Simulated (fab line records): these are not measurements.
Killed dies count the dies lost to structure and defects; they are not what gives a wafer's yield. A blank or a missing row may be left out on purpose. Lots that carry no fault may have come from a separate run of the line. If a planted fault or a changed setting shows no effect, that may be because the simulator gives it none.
Matching of chambers + flow gf180mcu + GF_STI_CMP_25 on cmp-02: 4 sister chambers
The step polishes, stops on Si3N4, t overpolish 33 s, target thk 524.6 nm. 16 wafers are shown with their chamber, then 8 later ones without.

## WAFERS WITH THEIR CHAMBER
| wafer  | chamber | motorCurrentA (A) | timeToEndpointS (s) | overpolishRunS (s) |
|--------|---------|-------------------|---------------------|--------------------|
| L074.2 | 0       | 12.7              | 124                 | 33.005             |
| L074.3 | 3       | 12.7              | 124                 | 32.990             |
| L074.4 | 1       | 12.1              | 117                 | 33.005             |
| L077.1 | 2       | 13.0              | 119                 | 33.005             |
| L077.2 | 3       | 12.4              | 126                 | 32.996             |
| L077.4 | 1       | 11.8              | 121                 | 33.018             |
| L080.1 | 2       | 13.4              | 116                 | 33.002             |
| L080.2 | 0       | 12.7              | 122                 | 32.993             |
| L080.5 | 2       | 13.7              | 119                 | 33.003             |
| L081.1 | 1       | 11.4              | 122                 | 32.999             |
| L081.5 | 1       | 11.4              | 118                 | 33.011             |
| L081.6 | 2       | 13.8              | 116                 | 32.993             |
| L087.1 | 3       | 12.9              | 126                 | 33.008             |
| L087.3 | 1       | 11.6              | 119                 | 33.010             |
| L087.4 | 0       | 12.9              | 121                 | 33.007             |
| L094.1 | 2       | 13.2              | 120                 | 33.009             |

SIGNATURES (means of the wafers above)
| reading         | chamber 0 | chamber 1 | chamber 2 | chamber 3 | scatter within a chamber |
|-----------------|-----------|-----------|-----------|-----------|--------------------------|
| motorCurrentA   | 12.767    | 11.660    | 13.420    | 12.667    | 0.282                    |
| timeToEndpointS | 122.33    | 119.40    | 118.00    | 125.33    | 1.79                     |
| overpolishRunS  | 33.00167  | 33.00860  | 33.00240  | 32.99800  | 0.00721                  |
Rule: a wafer lies at a distance from a chamber equal to the root of the sum of squares, over the readings, of (its reading less the chamber's mean, divided by the reading's scatter). The wafer belongs to the nearest chamber; if the next one is less than 2 further off, it can't be placed. The scatter is the square root of a quotient: the sum, over the shown wafers, of each reading's squared deviation from its chamber's mean, divided by wafers minus chambers.

## WAFERS WITHOUT THEIR CHAMBER
| wafer  | motorCurrentA (A) | timeToEndpointS (s) | overpolishRunS (s) |
|--------|-------------------|---------------------|--------------------|
| L094.2 | 12.3              | 127                 | 33.014             |
| L094.3 | 12.5              | 128                 | 33.001             |
| L096.2 | 12.2              | 127                 | 33.005             |
| L096.4 | 13.0              | 129                 | 33.013             |
| L096.5 | 12.2              | 131                 | 32.994             |
| L097.3 | 12.9              | 129                 | 33.007             |
| L097.5 | 13.0              | 128                 | 32.997             |
| L097.6 | 10.9              | 124                 | 33.005             |

## WHICH CHAMBER EACH WENT THROUGH
| wafer  | from the rows above     | in truth |
|--------|-------------------------|----------|
| L094.2 | can't be placed: 3 or 0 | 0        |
| L094.3 | can't be placed: 3 or 0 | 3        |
| L096.2 | can't be placed: 3 or 0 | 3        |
| L096.4 | can't be placed: 3 or 0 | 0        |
| L096.5 | can't be placed: 3 or 0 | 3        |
| L097.3 | can't be placed: 3 or 0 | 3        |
| L097.5 | can't be placed: 3 or 0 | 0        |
| L097.6 | 1                       | 1        |
1 of 8 placed correctly. From these rows, 7 cannot be placed; in 7 the true chamber is one of the candidates. Placed wrongly: 0.
